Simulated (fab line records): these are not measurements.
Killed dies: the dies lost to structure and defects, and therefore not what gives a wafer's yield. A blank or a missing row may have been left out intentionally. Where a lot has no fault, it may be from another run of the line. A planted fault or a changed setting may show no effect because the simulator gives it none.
Chamber matching || flow sky130 || SKY_VIA1_ETCH_15 on rie-diel-02: 3 sister chambers
The step etches SiO2 in C4F8/O2/Ar, stops on TiN, target depth 351 nm, time 54 s. 3 wafers are shown with their chamber, then 7 later ones without.

WAFERS, EACH WITH ITS CHAMBER
{"wafer": "L088.4", "chamber": 0, "oes-product-au (a.u.)": 0.977}
{"wafer": "L091.2", "chamber": 2, "oes-product-au (a.u.)": 0.982}
{"wafer": "L091.4", "chamber": 3, "oes-product-au (a.u.)": 0.988}

WAFERS WITHOUT THEIR CHAMBER
{"wafer": "L091.5", "oes-product-au (a.u.)": 0.976}
{"wafer": "L092.4", "oes-product-au (a.u.)": 0.982}
{"wafer": "L094.3", "oes-product-au (a.u.)": 0.981}
{"wafer": "L094.4", "oes-product-au (a.u.)": 0.987}
{"wafer": "L094.5", "oes-product-au (a.u.)": 0.978}
{"wafer": "L095.2", "oes-product-au (a.u.)": 0.984}
{"wafer": "L095.4", "oes-product-au (a.u.)": 0.983}

WHICH CHAMBER EACH WENT THROUGH
{"wafer": "L091.5", "from the rows above": 0, "in truth": 0}
{"wafer": "L092.4", "from the rows above": 2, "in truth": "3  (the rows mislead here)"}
{"wafer": "L094.3", "from the rows above": 2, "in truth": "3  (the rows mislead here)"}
{"wafer": "L094.4", "from the rows above": 3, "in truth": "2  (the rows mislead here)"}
{"wafer": "L094.5", "from the rows above": 0, "in truth": 0}
{"wafer": "L095.2", "from the rows above": "can't be placed: 2 or 3", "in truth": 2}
{"wafer": "L095.4", "from the rows above": 2, "in truth": 2}
Placed correctly: 3 of 7. Unplaceable from these rows: 1, with the true chamber sitting among the candidates in 1. Number placed wrongly: 3.
How it was worked out, from the rows above alone: a wafer's distance from a chamber is the root of the sum, over the readings, of the square of ((its reading less the chamber's mean) divided by the reading's scatter). The wafer belongs to the nearest chamber; if the next one is less than 2 further off, it can't be placed. The mean given for a chamber averages the wafers shown for that chamber. The scatter: root of mean squared gap, hidden wafer to nearest shown wafer, with one shown wafer a chamber.
